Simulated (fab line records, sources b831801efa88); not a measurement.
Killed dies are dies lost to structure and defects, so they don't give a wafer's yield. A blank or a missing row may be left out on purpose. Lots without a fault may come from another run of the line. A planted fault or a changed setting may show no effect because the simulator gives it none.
Problem report in the 8D (eight disciplines) form, filled by code | flow gf180mcu | the parts of the form that need people (team, actions taken, sign-off) are left out

1. THE PROBLEM
oes_product_au at GF_PASSIVATION_ETCH_11 reads a mean of 0.918 a.u. on 2 wafers of 2 lots; wafers without a fault read 0.989 a.u. with a standard deviation of 0.0052. That is -14 standard deviations from the usual mean.
The step: etches the open film in CF4/O2, stops on TiN, target depth 2040 nm, time 453.3 s.
First seen on wafer L240.3, day 29 20:53, on rie_diel-04. The record holds 36 wafers of 12 lots with a number at this step. Rule for "out", or "out of limits": more than 4 standard deviations from the usual mean. The other wafers with a number count as sound.

2. WHAT IT IS AND WHAT IT IS NOT
question                    | is                | is not
which readings at this step | oes_product_au    | drypump_motor_current_A
which lots                  | L240, L241        | L238, L251, L253, L254, L255, L256, L257, L258, L259, L260
which wafers of those lots  | L240.3, L241.6    | L240.2, L240.6, L241.1, L241.3
read on which tools         | rie_diel-04       | rie_diel-01, rie_diel-02
when                        | from day 29 20:53 | up to then (5 sound wafers); but 29 sound wafers of L241, L251, L253, L254, L255, L256, L257, L258, L259, L260 came after

3. SUSPECTS, AND WHAT RULES EACH OUT
Counting: a tool at a process step up to the reading stays a suspect if it ran every lot that is out. Sound lots after the first of them don't rule it out here, since some wafers of a struck lot are sound.
- pvd_sputter-04 at GF_TOP_METAL_SPUTTER_03 (material Ti, target thk 5 nm, time 3.3 s): kept. It ran every lot that is out, first L240 (day 28 06:10).
- pvd_sputter-04 at GF_TOP_METAL_SPUTTER_04 (material TiN, target thk 25 nm, time 20.8 s): kept. It ran every lot that is out, first L240 (day 28 06:11).
- rie_diel-04 at GF_PASSIVATION_ETCH_11 (etches the open film in CF4/O2, stops on TiN, target depth 2040 nm, time 453.3 s): kept. It ran every lot that is out, first L240 (day 29 20:53); its last sound lot up to then is L238 (day 29 05:06). Its own readings are out on those wafers: oes_product_au.
- Within rie_diel-04 at GF_PASSIVATION_ETCH_11: the wafers that are out ran in chamber 0; their sound lot-mates ran in chambers 2, 3.
Left after counting: pvd_sputter-04 at GF_TOP_METAL_SPUTTER_03, pvd_sputter-04 at GF_TOP_METAL_SPUTTER_04, rie_diel-04 at GF_PASSIVATION_ETCH_11.

4. THE CAUSE (what the simulator had put in)
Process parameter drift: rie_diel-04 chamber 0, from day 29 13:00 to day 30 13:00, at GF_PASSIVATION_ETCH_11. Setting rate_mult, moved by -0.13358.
Counting left 3 suspects, and this tool is among them.

5. THE CHAIN OF EFFECTS, in route order
Each row: a reading whose mean over the struck wafers that have a number lies more than 3 standard deviations from the usual. Only readings for which the record gives a usual standard deviation are gone through. hours: the time from each lot's start at the first step in this table that gives one to its start at this step, as a median over the lots. sigmas: the change in usual standard deviations.
hours | step                    | reading                  | usual      | on struck wafers | change | sigmas
0     | GF_PASSIVATION_ETCH_11  | oes_product_au           | 0.989 a.u. | 0.918            | -0.071 | -14
0     | GF_PASSIVATION_STRIP_12 | strip_time_to_endpoint_s | 32.95 s    | 34.83            | +1.88  | +8.9
2     | GF_PASSIVATION_PROBE_99 | killed_at_other          | 0.1        | 7.0              | +6.9   | +24
The process steps in it:
- GF_PASSIVATION_ETCH_11: etches the open film in CF4/O2, stops on TiN, target depth 2040 nm, time 453.3 s.
- GF_PASSIVATION_STRIP_12: strips in O2/N2.
- GF_PASSIVATION_PROBE_99

6. WHAT WOULD HAVE CAUGHT IT SOONER
In this record the first reading out of limits was taken at day 29 20:53, 8 hours after the fault began at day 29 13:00.
